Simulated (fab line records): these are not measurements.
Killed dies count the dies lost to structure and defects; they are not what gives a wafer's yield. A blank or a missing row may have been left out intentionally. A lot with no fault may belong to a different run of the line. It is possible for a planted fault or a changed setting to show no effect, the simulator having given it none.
fab line records	flow gf180mcu
record: lots: 7	wafers: 21	last-day: 34
route steps=602 shown V2@396
lots that met no fault: from a run of the same line without faults
start-h: start of the lot's first displayed wafer, in hours after the record's first day	wait-h: hours since the lot's step before	" identical to the entry in the row above	L1.1+2: several wafers, shown together as one row	- no value, or no start given	* or withheld: withheld	< > ~ a bound
route shown NAME@n: a module of which the file shows steps, and the number in the route of the first	usual: mean and standard deviation over wafers with no fault	same: alike in all rows	chamber/n: place in a boat	sites: each site's reading	_std_site: their standard deviation	_edge_site: the outer-site mean with the inner-site mean subtracted	radius-mm: for every site, how far away it sits from the centre of the wafer	mask NAME#n: copy n	behind: the most recent tool/chamber to have shaped the wafer	hold: the reason the lot was held/the length of the hold in hours/how it ended	device: names the non-switching transistor (n, p or np)	end of line: the same wafers' tests at the end of the route	step lacking rows: just its recipe	killed: at the first sort, the dies lost to defects and structure; wafer yield is something else	map: shows each die of a wafer: x if killed, . if not, _ if none is there
set.NAME: setting as actually run; set.NAME@STEP: the setting as run at that earlier step	model.NAME: the simulator's own value behind a step, which no gauge read
lots at some steps of the route; a table a step, a row a wafer
services: the hour from which a tool's chamber was out of use, counted from the record's first day as start-h (under 0 if before that day), plus the number of hours and why
== steps ==
step: GF_V2_CD_MEAS_14
recipe: target-cd-nm: 260
usual: cd-nm: 260.3/1.1
lot.wafer	tool	chamber	start-h	wait-h	cd-nm
L378.1	cd-sem-01	-	537.85	0.1	261.2
L378.2	"	-	"	"	261.2
L378.5	"	-	"	"	260.6
L381.1	cd-sem-01	-	564.00	0.1	258.7
L381.4	"	-	"	"	258.2
L381.6	"	-	"	"	258.6
L382.3	cd-sem-02	-	568.59	0.1	260.3
L382.4	"	-	"	"	261.3
L382.6	"	-	"	"	261.6
L383.1	cd-sem-02	-	580.30	0.1	261.9
L383.4	"	-	"	"	260.0
L383.5	"	-	"	"	260.7
L385.1	cd-sem-02	-	590.62	0.1	260.5
L385.3	"	-	"	"	259.7
L385.6	"	-	"	"	260.2
L391.3	cd-sem-01	-	651.60	0.1	260.0
L391.4	"	-	"	"	259.8
L391.5	"	-	"	"	261.1
L392.3	cd-sem-02	-	652.25	0.1	263.0
L392.5	"	-	"	"	261.3
L392.6	"	-	"	"	262.4
step: GF_V2_OVL_MEAS_15
usual: V2_OVL: 1/5.1
lot.wafer	tool	chamber	start-h	wait-h	V2_OVL[nm]
L378.1	overlay-01	-	537.97	0.1	5
L378.2	"	-	"	"	1
L378.5	"	-	"	"	3
L381.1	overlay-02	-	564.12	0.1	-1
L381.4	"	-	"	"	-3
L381.6	"	-	"	"	-4
L382.3	overlay-01	-	568.69	0.1	3
L382.4	"	-	"	"	5
L382.6	"	-	"	"	2
L383.1	overlay-02	-	580.42	0.1	10
L383.4	"	-	"	"	3
L383.5	"	-	"	"	9
L385.1	overlay-02	-	590.74	0.1	-3
L385.3	"	-	"	"	-9
L385.6	"	-	"	"	0
L391.3	overlay-02	-	651.70	0.1	-3
L391.4	"	-	"	"	0
L391.5	"	-	"	"	-10
L392.3	overlay-02	-	652.35	0.1	0
L392.5	"	-	"	"	0
L392.6	"	-	"	"	4
step: GF_V2_ETCH_16
recipe: chemistry: N2/H2	target-depth-a: withheld	overetch-a: withheld	time-s: withheld	target: BARC	ion-energy-ev: 200	source-w: 500	bias-w: 100	pressure-mtorr: 30	n2-flow-sccm: 100	h2-flow-sccm: 200
usual: bias-w: 99.99/0.28	drypump-motor-current-A: 6.1/0.37	oes-product-au: 0.854/0.0052	throttle-valve-pct: 13.223/0.01
lot.wafer	tool	chamber	start-h	wait-h	bias-w	drypump-motor-current-A	oes-product-au	throttle-valve-pct
L378.1	rie-diel-02	0	538.00	0.0	99.75	6.1	0.851	13.221
L378.2	"	2	"	"	99.89	6.3	0.849	13.216
L378.5	"	1	"	"	99.88	5.7	0.851	13.228
L381.1	rie-diel-02	2	564.15	0.0	100.01	6.3	0.856	13.226
L381.4	"	0	"	"	99.68	6.0	0.854	13.221
L381.6	"	1	"	"	99.76	5.6	0.839	13.230
L382.3	rie-diel-04	2	568.71	0.0	99.89	6.7	0.855	13.229
L382.4	"	0	"	"	99.98	6.0	0.858	13.222
L382.6	"	1	"	"	100.44	6.0	0.863	13.239
L383.1	rie-diel-04	3	580.46	0.0	100.07	6.1	0.854	13.222
L383.4	"	1	"	"	100.00	6.0	0.855	13.222
L383.5	"	1	"	"	100.68	6.0	0.858	13.221
L385.1	rie-diel-01	0	590.77	0.0	99.98	6.2	0.864	13.241
L385.3	"	2	"	"	99.47	6.0	0.850	13.214
L385.6	"	3	"	"	99.93	5.5	0.849	13.233
L391.3	rie-diel-01	2	651.72	0.0	100.04	6.0	0.856	13.221
L391.4	"	3	"	"	100.31	5.5	0.850	13.231
L391.5	"	1	"	"	100.03	6.8	0.857	13.226
L392.3	rie-diel-01	1	652.37	0.0	100.04	6.8	0.856	13.241
L392.5	"	2	"	"	99.99	6.0	0.859	13.218
L392.6	"	1	"	"	99.82	6.8	0.847	13.224
step: GF_V2_ETCH_17
recipe: chemistry: C4F8/O2/Ar	mask-material: KrF	target: SiO2	stop-on: TiN	source-w: 1500	bias-w: 1200	pressure-mtorr: 40	c4f8-flow-sccm: withheld	O2_flow_sccm: 6	Ar_flow_sccm: 300	time-s: withheld	target-depth-a: 6300
usual: bias-w: 1200/3.8	oes-product-au: 0.856/0.0046
lot.wafer	tool	chamber	start-h	wait-h	bias-w	oes-product-au
L378.1	rie-diel-02	0	-	-	1197	0.861
L378.2	"	2	"	"	1201	0.854
L378.5	"	1	"	"	1197	0.859
L381.1	rie-diel-02	2	-	-	1200	0.860
L381.4	"	0	"	"	1206	0.854
L381.6	"	1	"	"	1200	0.845
L382.3	rie-diel-04	2	-	-	1204	0.856
L382.4	"	0	"	"	1197	0.859
L382.6	"	1	"	"	1199	0.859
L383.1	rie-diel-04	3	-	-	1200	0.854
L383.4	"	1	"	"	1199	0.855
L383.5	"	1	"	"	1206	0.854
L385.1	rie-diel-01	0	-	-	1193	0.856
L385.3	"	2	"	"	1194	0.855
L385.6	"	3	"	"	1193	0.852
L391.3	rie-diel-01	2	-	-	1207	0.855
L391.4	"	3	"	"	1202	0.855
L391.5	"	1	"	"	1201	0.852
L392.3	rie-diel-01	1	-	-	1202	0.858
L392.5	"	2	"	"	1201	0.855
L392.6	"	1	"	"	1199	0.853
step: GF_V2_STRIP_18
recipe: chemistry: O2/N2	power-w: 1400	pressure-mtorr: 1500	platen-temp-c: 250	o2-flow-sccm: 3000	n2-flow-sccm: 300	overash-fraction: 0.5
step: GF_V2_STRIP_19
recipe: chemistry: post-etch-residue-remover	time-s: 1200	temp-c: 72.5
step: GF_V2_CLEAN_20
recipe: chemistry: DIW	dry: n2-spin
step: GF_V2_SPUTTER_21
recipe: material: Ti	target-thk-nm: 15	chamber-pressure-pa: 5	power-w: 2500	substrate-temp-c: 200	time-s: 80.02
usual: substrate-temp-c: 200.01/0.15	throttle-valve-pct: 30.6/0.76
lot.wafer	tool	chamber	start-h	wait-h	substrate-temp-c	throttle-valve-pct
L378.1	pvd-sputter-01	-	538.70	0.0	199.90	29.8
L378.2	"	-	"	"	199.88	30.7
L378.5	"	-	"	"	200.05	29.3
L381.1	pvd-sputter-01	-	564.82	0.0	200.15	29.5
L381.4	"	-	"	"	199.98	30.5
L381.6	"	-	"	"	199.89	30.6
L382.3	pvd-sputter-04	-	569.37	0.0	199.95	31.1
L382.4	"	-	"	"	199.99	30.1
L382.6	"	-	"	"	200.09	30.0
L383.1	pvd-sputter-01	-	581.12	0.0	199.91	29.8
L383.4	"	-	"	"	199.95	30.9
L383.5	"	-	"	"	199.94	30.5
L385.1	pvd-sputter-04	-	591.44	0.0	199.76	32.1
L385.3	"	-	"	"	200.02	31.0
L385.6	"	-	"	"	200.05	31.2
L391.3	pvd-sputter-01	-	652.38	0.0	200.29	29.9
L391.4	"	-	"	"	199.96	30.5
L391.5	"	-	"	"	200.29	30.6
L392.3	pvd-sputter-04	-	653.03	0.0	199.99	32.0
L392.5	"	-	"	"	199.98	30.6
L392.6	"	-	"	"	199.93	31.3
step: GF_V2_SPUTTER_22
recipe: material: TiN	target-thk-nm: 10	chamber-pressure-pa: 5	power-w: 4000	time-s: 40
usual: throttle-valve-pct: 30.6/0.78
lot.wafer	tool	chamber	start-h	wait-h	throttle-valve-pct
L378.1	pvd-sputter-01	-	538.76	0.0	29.6
L378.2	"	-	"	"	30.5
L378.5	"	-	"	"	29.6
L381.1	pvd-sputter-01	-	564.88	0.0	29.7
L381.4	"	-	"	"	30.6
L381.6	"	-	"	"	30.7
L382.3	pvd-sputter-04	-	569.43	0.0	30.9
L382.4	"	-	"	"	30.1
L382.6	"	-	"	"	29.9
L383.1	pvd-sputter-01	-	581.18	0.0	29.5
L383.4	"	-	"	"	30.5
L383.5	"	-	"	"	30.7
L385.1	pvd-sputter-04	-	591.50	0.0	32.3
L385.3	"	-	"	"	31.1
L385.6	"	-	"	"	31.4
L391.3	pvd-sputter-01	-	652.44	0.0	30.0
L391.4	"	-	"	"	30.6
L391.5	"	-	"	"	30.6
L392.3	pvd-sputter-04	-	653.09	0.0	32.3
L392.5	"	-	"	"	30.7
L392.6	"	-	"	"	31.3
step: GF_V2_CVD_23
recipe: material: W	target-thk-nm: 350	time-s: 104.94	temp-c: 400	pressure-torr: 40
usual: heater-power-w: 756/95
lot.wafer	tool	chamber	start-h	wait-h	heater-power-w
L378.1	cvd-w-01	1	538.80	0.0	697
L378.2	"	1	"	"	697
L378.5	"	1	"	"	727
L381.1	cvd-w-02	1	564.92	0.0	582
L381.4	"	0	"	"	878
L381.6	"	1	"	"	595
L382.3	cvd-w-01	0	569.51	0.1	822
L382.4	"	1	"	"	722
L382.6	"	0	"	"	837
L383.1	cvd-w-01	0	581.22	0.0	840
L383.4	"	0	"	"	861
L383.5	"	0	"	"	816
L385.1	cvd-w-02	1	591.54	0.0	583
L385.3	"	1	"	"	580
L385.6	"	1	"	"	580
L391.3	cvd-w-02	1	652.52	0.1	585
L391.4	"	0	"	"	901
L391.5	"	0	"	"	869
L392.3	cvd-w-01	1	653.17	0.1	708
L392.5	"	0	"	"	834
L392.6	"	1	"	"	718
step: GF_V2_RS_MEAS_24
recipe: thk-meas-gauge: four-point-probe	reads: W_of_V2_CVD_23+TiN_of_V2_SPUTTER_22+Ti_of_V2_SPUTTER_21
usual: V2_W_RS: 0.328/0.0054
lot.wafer	tool	chamber	start-h	wait-h	V2_W_RS[ohm/sq]
L378.1	film-metro-03	-	539.02	0.2	0.333
L378.2	"	-	"	"	0.333
L378.5	"	-	"	"	0.332
L381.1	film-metro-04	-	565.03	0.1	0.334
L381.4	"	-	"	"	0.329
L381.6	"	-	"	"	0.339
L382.3	film-metro-04	-	569.62	0.1	0.322
L382.4	"	-	"	"	0.327
L382.6	"	-	"	"	0.322
L383.1	film-metro-04	-	581.33	0.1	0.323
L383.4	"	-	"	"	0.321
L383.5	"	-	"	"	0.325
L385.1	film-metro-04	-	591.65	0.1	0.338
L385.3	"	-	"	"	0.342
L385.6	"	-	"	"	0.340
L391.3	film-metro-02	-	652.64	0.1	0.333
L391.4	"	-	"	"	0.325
L391.5	"	-	"	"	0.323
L392.3	film-metro-03	-	653.29	0.1	0.327
L392.5	"	-	"	"	0.318
L392.6	"	-	"	"	0.325
step: GF_V2_THK_MEAS_25
recipe: thk-meas-gauge: xrf	reads: W_of_V2_CVD_23
usual: V2_W_THK: 363/6.5
lot.wafer	tool	chamber	start-h	wait-h	V2_W_THK[nm]
L378.1	film-metro-03	-	539.14	0.1	356
L378.2	"	-	"	"	357
L378.5	"	-	"	"	354
L381.1	film-metro-04	-	565.15	0.1	358
L381.4	"	-	"	"	362
L381.6	"	-	"	"	351
L382.3	film-metro-04	-	569.72	0.1	370
L382.4	"	-	"	"	363
L382.6	"	-	"	"	370
L383.1	film-metro-04	-	581.45	0.1	371
L383.4	"	-	"	"	372
L383.5	"	-	"	"	369
L385.1	film-metro-04	-	591.77	0.1	354
L385.3	"	-	"	"	350
L385.6	"	-	"	"	351
L391.3	film-metro-02	-	652.74	0.1	356
L391.4	"	-	"	"	365
L391.5	"	-	"	"	368
L392.3	film-metro-03	-	653.39	0.1	364
L392.5	"	-	"	"	375
L392.6	"	-	"	"	368
step: GF_V2_CMP_26
recipe: stop-on: SiO2	down-force-psi: 3.5	platen-rpm: 60	t-overpolish-s: 15	target-thk-nm: 0	pad-velocity-m-s: 0.94248
usual: edge-zone-pressure-frac: 1.000/0.0049	head-pressure-psi: 3.498/0.0074	motor-current-A: 11.1/1.3	overpolish-run-s: 15.001/0.0083	time-to-endpoint-s: 86/3.3
lot.wafer	tool	chamber	start-h	wait-h	edge-zone-pressure-frac	head-pressure-psi	motor-current-A	overpolish-run-s	time-to-endpoint-s	model.W_of_V2_CVD_23.thk-nm	model.SiO2_of_V2_CVD_02.thk-nm
L378.2	cmp-01	2	539.25	0.1	0.996	3.508	10.5	15.001	84	0	628.2
L378.1	"	0	"	"	1.001	3.490	9.2	15.008	88	0	629.6
L378.5	"	1	"	"	1.000	3.486	9.1	14.995	82	0	630.3
L381.1	cmp-01	2	565.26	0.1	-	-	-	-	-	341.8	632.1
L381.4	"	3	"	"	-	-	-	-	-	346.8	633.2
L381.6	"	2	"	"	-	-	-	-	-	337.4	632
L382.4	cmp-01	1	569.76	0.0	-	-	-	-	-	350.1	632.2
L382.3	"	3	"	"	-	-	-	-	-	355.1	633.5
L382.6	"	1	"	"	-	-	-	-	-	356.1	632.8
L383.4	cmp-02	2	581.65	0.2	-	-	-	-	-	356.3	632
L383.1	"	0	"	"	-	-	-	-	-	353.8	630.7
L383.5	"	1	"	"	-	-	-	-	-	352.2	631.3
L385.1	cmp-01	0	591.88	0.1	1.009	3.504	9.5	15.008	85	0	628
L385.3	"	1	"	"	0.999	3.501	9.3	15.013	83	0	628.7
L385.6	"	3	"	"	0.999	3.508	12.3	14.997	77	0	628.7
L391.3	cmp-01	1	652.88	0.1	1.006	3.492	9.2	15.005	84	0	628
L391.4	"	2	"	"	1.001	3.497	11.5	14.995	86	0	628.9
L391.5	"	3	"	"	1.008	3.510	12.2	14.985	80	0	627.6
L392.3	cmp-02	3	653.53	0.1	1.010	3.496	11.5	15.005	85	0	625.9
L392.6	"	1	"	"	0.997	3.494	12.7	15.001	88	0	628.4
L392.5	"	2	"	"	0.997	3.496	10.3	14.992	91	0	629.1
== services ==
tool	chamber	start-h	hours	kind
cvd-w-02	-	514.73	14.6	pm
rie-diel-02	3	526.33	-	clean
rie-diel-02	3	526.33	19.8	scheduled-down
rie-diel-02	3	526.33	19.8	vent-cycle
cvd-w-01	0	530.39	9.9	repair
rie-diel-01	-	571.05	1.1	repair
pvd-sputter-01	-	571.10	2.4	repair
cmp-01	-	580.65	2.4	repair
cmp-01	-	587.00	4.0	pm
cmp-01	-	591.00	-	consumable-replace:conditioner
cmp-01	-	591.00	-	consumable-replace:pad
pvd-sputter-04	-	598.99	1.2	repair
rie-diel-01	-	608.41	1.5	repair
cvd-w-01	-	611.03	6.0	pm
pvd-sputter-04	3	625.19	-	consumable-replace:kit
pvd-sputter-04	3	625.19	18.0	scheduled-down
pvd-sputter-04	3	625.19	18.0	vent-cycle
rie-diel-04	3	626.16	5.5	repair
pvd-sputter-01	3	630.43	-	consumable-replace:kit
pvd-sputter-01	3	630.43	18.0	scheduled-down
pvd-sputter-01	3	630.43	18.0	vent-cycle
rie-diel-01	1	643.16	6.4	repair
rie-diel-04	2	653.38	2.7	repair
== key ==
first-sign: step: GF_V2_CMP_26	reading: tool-record	direction: missing
effect none on later readings
model-effect: step: GF_V2_CMP_26	value: W_of_V2_CVD_23.thk-nm	without: 0	struck: 350
met-at GF_V2_CMP_26
struck-wafers L381.1,L381.4,L381.6,L382.3,L382.4,L382.6,L383.1,L383.4,L383.5
later-rows-left-out L381.1,L381.4,L381.6,L382.3,L382.4,L382.6,L383.1,L383.4,L383.5
sort-left-out L381.1,L381.4,L381.6,L382.3,L382.4,L382.6,L383.1,L383.4,L383.5
onset-between 539.25 565.26
fault: kind: skipped-step-whole	tool: cmp-01,cmp-02	chamber: -	onset-h: 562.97	steps: GF_V2_CMP_26	scope: struck-lots-only
sort-left-out: the simulated sort isn't trusted on such a fault, so these wafers' sort isn't shown, and their yield isn't known
later-rows-left-out: the simulator's readings of these wafers behind a module that went badly wrong aren't trusted and aren't shown, but for the sort
